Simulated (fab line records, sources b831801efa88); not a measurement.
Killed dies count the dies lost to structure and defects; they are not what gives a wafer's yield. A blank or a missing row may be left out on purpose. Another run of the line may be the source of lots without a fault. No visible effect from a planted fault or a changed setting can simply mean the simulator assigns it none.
One fault through the eyes of 2 desks + flow sfq-line + numbers are kept per desk, each desk with only its own; the story behind them comes last

## AT THE METROLOGY DESK
What the gauges read, lot by lot, whatever tool the lot ran on: means of the sampled wafers that have a number. Marked OUT: a lot whose mean sits more than 4 standard deviations from the usual mean, which makes it out of limits; the brackets give that distance.
Columns: A = I2_BOW at SFQ_I2_BOW_MEAS_917, usual 1 um
| lot  | first seen here | A  |
|------|-----------------|----|
| L302 | day 37 03:13    | 1  |
| L305 | day 38 15:53    | 3  |
| L306 | day 38 18:53    | -6 |
| L307 | day 38 21:32    | -7 |
| L309 | day 40 11:31    | -0 |
| L310 | day 41 01:19    | 6  |
| L312 | day 42 08:58    | -8 |
| L313 | day 42 17:34    | -1 |
| L315 | day 43 05:37    | -3 |
| L319 | day 44 19:17    | 13 |
| L322 | day 46 00:10    | -3 |
| L323 | day 46 08:37    | 7  |
| L325 | day 46 19:28    | -3 |
This desk's finding: nothing out of limits on any of the 13 lots.

## FOR THE TOOL OWNER'S DESK: cmp-02
The tool's own readings at SFQ_TRILAYER_I2_CMP_CMP_064 (polishes SiO2): means of the sampled wafers that have a number, for each lot that ran on this tool. Marked OUT: a lot whose mean sits more than 4 standard deviations from the usual mean, which makes it out of limits; the brackets give that distance.
Columns: A = edge-zone-pressure-frac at SFQ_TRILAYER_I2_CMP_CMP_064, usual 0.999; B = motor-current-A at SFQ_TRILAYER_I2_CMP_CMP_064, usual 10.8 A; C = time-to-endpoint-s at SFQ_TRILAYER_I2_CMP_CMP_064, usual 217 s
| lot  | first seen here | A     | B    | C              |
|------|-----------------|-------|------|----------------|
| L305 | day 38 12:53    | 1.004 | 10.9 | 222            |
| L306 | day 38 16:53    | 1.000 | 10.9 | 226            |
| L309 | day 40 09:59    | 0.997 | 11.0 | 217            |
| L310 | day 40 22:48    | 0.997 | 11.3 | 220            |
| L312 | day 42 06:28    | 0.998 | 10.7 | 221            |
| L313 | day 42 14:34    | 0.998 | 11.2 | 220            |
| L315 | day 43 02:34    | 1.002 | 11.0 | 216            |
| L323 | day 46 06:04    | 0.999 | 10.9 | 261 (+5.8) OUT |
| L325 | day 46 17:55    | 0.998 | 10.8 | 216            |
This desk finds L323 out of limits, L323 being first, at day 46 06:04 (time-to-endpoint-s at SFQ_TRILAYER_I2_CMP_CMP_064). Within limits: L305, L306, L309, L310, L312, L313, L315, L325.

## TAKEN TOGETHER
An alarm could have come from the tool owner's desk at day 46 06:04, on L323.
At the metrology desk, nothing out of limits was observed.
The metrology desk holds a record of L323, inside its limits.
On cmp-02, each named lot ran SFQ_TRILAYER_I2_CMP_CMP_064.

## WHAT WAS PUT IN BY THE SIMULATOR
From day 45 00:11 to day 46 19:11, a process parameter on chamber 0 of cmp-02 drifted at SFQ_TRILAYER_I2_CMP_CMP_064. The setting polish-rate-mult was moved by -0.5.
Struck lots among those shown: L323.
Each desk's first reading out of limits, in hours after the fault started: the tool owner's desk, 30.
